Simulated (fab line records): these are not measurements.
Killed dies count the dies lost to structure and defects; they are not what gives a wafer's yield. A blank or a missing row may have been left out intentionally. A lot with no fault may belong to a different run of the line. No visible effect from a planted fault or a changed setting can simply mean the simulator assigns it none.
One fault seen from 2 desks	flow sfqLine	every desk sees just its own numbers, and what lay behind them comes last

AT THE METROLOGY DESK
Means of the sampled wafers that have a number, per lot and without regard to the tool the lot ran on: this is what the gauges read. Marked OUT: a lot whose mean sits more than 4 standard deviations from the usual mean, which makes it out of limits; the brackets give that distance.
Columns: A = M3_NB_RS at SFQ_M3_RS_MEAS_919, usual 0.888 ohm/sq; B = I4_BOW at SFQ_I4_BOW_MEAS_927, usual 6 um
lot	first seen here	A	B
L136	day 29 08:07	0.900	0
L137	day 31 13:20	0.882	16
L141	day 38 16:36	0.885	13
L146	day 40 14:57	0.735 (-14) OUT	8
L148	day 41 12:28	0.815 (-6.7) OUT	-6
L149	day 41 18:28	0.878	11
L150	day 42 10:06	0.879	19
L153	day 44 12:28	0.878	1
L154	day 45 02:57	0.882	4
L155	day 46 04:04	0.895	24
L156	day 46 08:52	0.878	5
L157	day 46 13:06	0.898	-4
L158	day 46 14:53	0.885	-4
L159	day 46 16:40	0.876	9
This desk's result: L146, L148 out of limits, first on L146 (M3_NB_RS at SFQ_M3_RS_MEAS_919), day 40 14:57. L136, L137, L141, L149, L150, L153, L154, L155, L156, L157, L158, L159 stayed within limits.

THE TOOL OWNER'S DESK: pvdSputter-06
The tool's own readings at SFQ_TRILAYER_M3_DEP_SPUTTER_073 (material Nb, target thk 200 nm, time 133.3 s): means of the sampled wafers that have a number, for each lot that ran on this tool. Marked OUT: a lot whose mean sits more than 4 standard deviations from the usual mean, which makes it out of limits; the brackets give that distance.
Columns: A = throttleValvePct at SFQ_TRILAYER_M3_DEP_SPUTTER_073, usual 29.7 %
lot	first seen here	A
L146	day 40 14:50	30.2
L148	day 41 12:22	30.2
L155	day 46 03:58	30.1
L157	day 46 12:58	30.3
This desk's verdict: no lot among the 4 shows anything out of limits.

BROUGHT TOGETHER
At day 40 14:57 the metrology desk could have sounded an alarm, on L146, L148.
Nothing out of limits was seen by the tool owner's desk.
The tool owner's desk has L146, L148 on record, within its limits.
Of the lots named, all ran SFQ_TRILAYER_M3_DEP_SPUTTER_073 on pvdSputter-06.

WHAT THE SIMULATOR HAD PUT IN
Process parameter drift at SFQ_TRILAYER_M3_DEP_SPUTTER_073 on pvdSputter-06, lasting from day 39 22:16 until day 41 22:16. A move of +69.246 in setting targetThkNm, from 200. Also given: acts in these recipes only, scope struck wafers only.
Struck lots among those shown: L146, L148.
Time in hours between the start of the fault and the first out-of-limits reading at each desk: metrology desk, 17.
